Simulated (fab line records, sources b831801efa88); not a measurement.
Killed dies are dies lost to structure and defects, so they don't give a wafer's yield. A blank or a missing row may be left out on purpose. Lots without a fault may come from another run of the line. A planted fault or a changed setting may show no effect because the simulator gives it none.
fab line records | flow sky130
record lots=6 wafers=18 last_day=50
route steps=708 shown METAL2@484
lots that met no fault: from a run of the same line without faults
start_h: hours from the record's first day to the start of the lot's first wafer shown | wait_h: hours since the lot's step before | " the same as in the row above | L1.1+2: a row that stands for several wafers | - no value, or no start given | * or withheld: withheld | < > ~ a bound
route shown NAME@n: a module of which the file shows steps, and the number in the route of the first | usual: mean/standard deviation of fault-free wafers | same: alike in all rows | chamber/n: place in a boat | sites: the reading at each site | _std_site: their standard deviation | _edge_site: outer sites' mean less inner sites' | radius_mm: how far each site lies from the wafer's centre | mask NAME#n: copy n | behind: the tool/chamber that last shaped the wafer | hold: why the lot was held/for how many hours/how that ended | device: the transistor (n, p or np) that didn't switch | end of line: the same wafers' tests at the end of the route | a step without rows: its recipe alone | killed: dies lost to structure and defects at the first sort, not the wafer's yield | map: a wafer's dies, x killed, . not, _ none there
set.NAME: the setting as run; set.NAME@STEP: as run at that earlier step | model.NAME: the simulator's own value behind a step, which no gauge read
lots at some steps of the route; a table a step, a row a wafer
services: from which hour (start_h, from the record's first day; less than 0 if before it) a tool's chamber was out of use, for how many hours, and why
## steps
# step SKY_METAL2_SPUTTER_01
# recipe material=TiN target_thk_nm=20 power_w=6500 time_s=16.7 chamber_pressure_pa=0.4
# usual throttle_valve_pct=30.7/1.1
# columns lot.wafer tool chamber start_h wait_h throttle_valve_pct
L356.4 pvd_sputter-01 - 852.56 0.0 30.9
L356.5 " - " " 28.8
L356.6 " - " " 31.4
L362.3 pvd_sputter-01 - 891.03 0.0 30.8
L362.4 " - " " 29.7
L362.6 " - " " 29.8
L363.2 pvd_sputter-04 - 902.64 0.0 31.4
L363.4 " - " " 31.2
L363.5 " - " " 30.8
L368.2 pvd_sputter-03 - 946.40 0.0 33.0
L368.3 " - " " 30.6
L368.4 " - " " 29.4
L371.1 pvd_sputter-03 - 958.60 0.0 29.7
L371.2 " - " " 32.3
L371.3 " - " " 30.5
L372.1 pvd_sputter-03 - 963.64 0.0 29.7
L372.2 " - " " 32.3
L372.3 " - " " 30.6
# step SKY_METAL2_SPUTTER_02
# recipe material=AlCu target_thk_nm=250 power_w=10600 time_s=13.3 chamber_pressure_pa=0.4
# usual throttle_valve_pct=30.7/1.1
# columns lot.wafer tool chamber start_h wait_h throttle_valve_pct
L356.4 pvd_sputter-01 - 852.58 0.0 30.8
L356.5 " - " " 29.2
L356.6 " - " " 31.2
L362.3 pvd_sputter-01 - 891.06 0.0 30.3
L362.4 " - " " 29.5
L362.6 " - " " 29.5
L363.2 pvd_sputter-04 - 902.66 0.0 31.5
L363.4 " - " " 30.6
L363.5 " - " " 30.6
L368.2 pvd_sputter-03 - 946.43 0.0 33.0
L368.3 " - " " 30.8
L368.4 " - " " 29.7
L371.1 pvd_sputter-03 - 958.62 0.0 29.7
L371.2 " - " " 32.2
L371.3 " - " " 30.6
L372.1 pvd_sputter-03 - 963.67 0.0 29.5
L372.2 " - " " 32.1
L372.3 " - " " 30.5
# step SKY_METAL2_SPUTTER_03
# recipe material=Ti target_thk_nm=5 power_w=3000 time_s=3.3 chamber_pressure_pa=0.4
# usual throttle_valve_pct=30.7/1.1
# columns lot.wafer tool chamber start_h wait_h throttle_valve_pct
L356.4 pvd_sputter-01 - 852.60 0.0 30.9
L356.5 " - " " 29.1
L356.6 " - " " 31.2
L362.3 pvd_sputter-01 - 891.08 0.0 30.8
L362.4 " - " " 29.9
L362.6 " - " " 29.6
L363.2 pvd_sputter-04 - 902.69 0.0 31.1
L363.4 " - " " 30.9
L363.5 " - " " 31.0
L368.2 pvd_sputter-03 - 946.45 0.0 33.0
L368.3 " - " " 30.4
L368.4 " - " " 29.3
L371.1 pvd_sputter-03 - 958.65 0.0 29.5
L371.2 " - " " 32.5
L371.3 " - " " 30.4
L372.1 pvd_sputter-03 - 963.69 0.0 29.5
L372.2 " - " " 32.1
L372.3 " - " " 30.4
# step SKY_METAL2_SPUTTER_04
# recipe material=TiN target_thk_nm=70 power_w=6500 time_s=58.3 chamber_pressure_pa=0.4
# usual throttle_valve_pct=30.7/1.1
# columns lot.wafer tool chamber start_h wait_h throttle_valve_pct
L356.4 pvd_sputter-01 - 852.64 0.0 30.8
L356.5 " - " " 29.0
L356.6 " - " " 31.1
L362.3 pvd_sputter-01 - 891.10 0.0 30.6
L362.4 " - " " 29.8
L362.6 " - " " 29.5
L363.2 pvd_sputter-04 - 902.71 0.0 31.5
L363.4 " - " " 31.0
L363.5 " - " " 30.5
L368.2 pvd_sputter-03 - 946.47 0.0 32.9
L368.3 " - " " 30.3
L368.4 " - " " 29.6
L371.1 pvd_sputter-03 - 958.67 0.0 29.6
L371.2 " - " " 32.2
L371.3 " - " " 30.3
L372.1 pvd_sputter-03 - 963.71 0.0 30.0
L372.2 " - " " 32.2
L372.3 " - " " 30.7
# step SKY_METAL2_RS_MEAS_05
# recipe thk_meas_gauge=four-point-probe reads=TiN_of_METAL2_SPUTTER_04+Ti_of_METAL2_SPUTTER_03+AlCu_of_METAL2_SPUTTER_02+TiN_of_METAL2_SPUTTER_01+Ti_of_METAL2_SPUTTER_00
# usual METAL2_ALCU_RS=0.1274/0.0019
# columns lot.wafer tool chamber start_h wait_h METAL2_ALCU_RS[ohm/sq]
L356.4 film_metro-04 - 852.72 0.1 0.1298
L356.5 " - " " 0.1314
L356.6 " - " " 0.1283
L362.3 film_metro-04 - 891.19 0.1 0.1255
L362.4 " - " " 0.1241
L362.6 " - " " 0.1251
L363.2 film_metro-03 - 902.78 0.0 0.1235
L363.4 " - " " 0.1254
L363.5 " - " " 0.1254
L368.2 film_metro-01 - 946.54 0.0 0.1270
L368.3 " - " " 0.1296
L368.4 " - " " 0.1260
L371.1 film_metro-03 - 958.71 0.0 0.1269
L371.2 " - " " 0.1274
L371.3 " - " " 0.1283
L372.1 film_metro-01 - 963.76 0.0 0.1274
L372.2 " - " " 0.1275
L372.3 " - " " 0.1294
# step SKY_METAL2_THK_MEAS_06
# recipe thk_meas_gauge=xrf reads=AlCu_of_METAL2_SPUTTER_02
# usual METAL2_ALCU_THK=245/3.7
# columns lot.wafer tool chamber start_h wait_h METAL2_ALCU_THK[nm]
L356.4 film_metro-04 - 852.81 0.1 242
L356.5 " - " " 240
L356.6 " - " " 248
L362.3 film_metro-04 - 891.29 0.1 250
L362.4 " - " " 251
L362.6 " - " " 253
L363.2 film_metro-03 - 902.89 0.1 255
L363.4 " - " " 251
L363.5 " - " " 250
L368.2 film_metro-01 - 946.65 0.1 245
L368.3 " - " " 242
L368.4 " - " " 246
L371.1 film_metro-03 - 958.83 0.1 247
L371.2 " - " " 247
L371.3 " - " " 246
L372.1 film_metro-01 - 963.88 0.1 244
L372.2 " - " " 244
L372.3 " - " " 240
# step SKY_METAL2_DEHYDRATE_07
# recipe temp_c=200 time_s=60
# step SKY_METAL2_HMDS_08
# recipe prime_time_s=60 prime_temp_c=120
# step SKY_METAL2_COAT_09
# recipe resist=BARC temp_c=withheld time_s=withheld spin_rpm=3000 resist_thk_nm=60
# step SKY_METAL2_COAT_10
# recipe resist=KrF-thick spin_rpm=3000 resist_thk_nm=450
# step SKY_METAL2_SOFTBAKE_11
# recipe temp_c=100 time_s=90 resist=KrF-thick
# step SKY_METAL2_EXPOSE_12
# recipe mask_id=MM2 na=0.8 source_shape=annular sigma_inner=0.55 sigma_outer=0.85 target_cd_nm=140 dose_mj=28
# step SKY_METAL2_PEB_13
# recipe peb_temp_c=withheld peb_time_s=withheld resist=KrF-thick
# usual chill_plate_temp_C=* exhaust_pa=45.0/0.93
# columns lot.wafer tool chamber start_h wait_h chill_plate_temp_C exhaust_pa
L356.4 litho_track-02 0 878 - * 46.2
L356.5 " 0 " " * 46.7
L356.6 " 0 " " * 45.7
L362.3 litho_track-04 - 916 - - -
L362.4 " - " " - -
L362.6 " - " " - -
L363.2 litho_track-04 - 927 - - -
L363.4 " - " " - -
L363.5 " - " " - -
L368.2 litho_track-02 0 970 - * 44.8
L368.3 " 0 " " * 45.1
L368.4 " 0 " " * 43.5
L371.1 litho_track-04 0 982 - * 46.0
L371.2 " 0 " " * 45.1
L371.3 " 0 " " * 46.3
L372.1 litho_track-01 0 987 - * 44.1
L372.2 " 0 " " * 44.7
L372.3 " 0 988 - * 45.6
# step SKY_METAL2_DEVELOP_14
# recipe develop_time_s=60 resist=KrF-thick dev_temp_c=21
## services
# columns tool chamber start_h hours kind
litho_track-02 - 834.27 - consumable_replace:filter
pvd_sputter-01 - 870.85 6.7 repair
pvd_sputter-03 - 896.23 9.7 repair
pvd_sputter-01 - 926.13 2.9 repair
pvd_sputter-03 - 964.83 8.9 repair
pvd_sputter-04 - 973.51 3.5 repair
pvd_sputter-03 - 977.73 3.6 repair
## key
first_sign step=SKY_METAL2_PEB_13 reading=tool_record direction=missing
effect none on later readings
met_at SKY_METAL2_PEB_13
struck_wafers L362.3,L362.4,L362.6,L363.2,L363.4,L363.5
later_rows_left_out L362.3,L362.4,L362.6,L363.2,L363.4,L363.5
sort_left_out L362.3,L362.4,L362.6,L363.2,L363.4,L363.5
fault kind=skipped_step_whole tool=litho_track-04 chamber=- onset_h=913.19 steps=SKY_METAL2_PEB_13 scope=struck_lots_only
# sort_left_out: the simulated sort isn't trusted on such a fault, so these wafers' sort isn't shown, and their yield isn't known
# later_rows_left_out: the simulator's readings of these wafers behind a module that went badly wrong aren't trusted and aren't shown, but for the sort
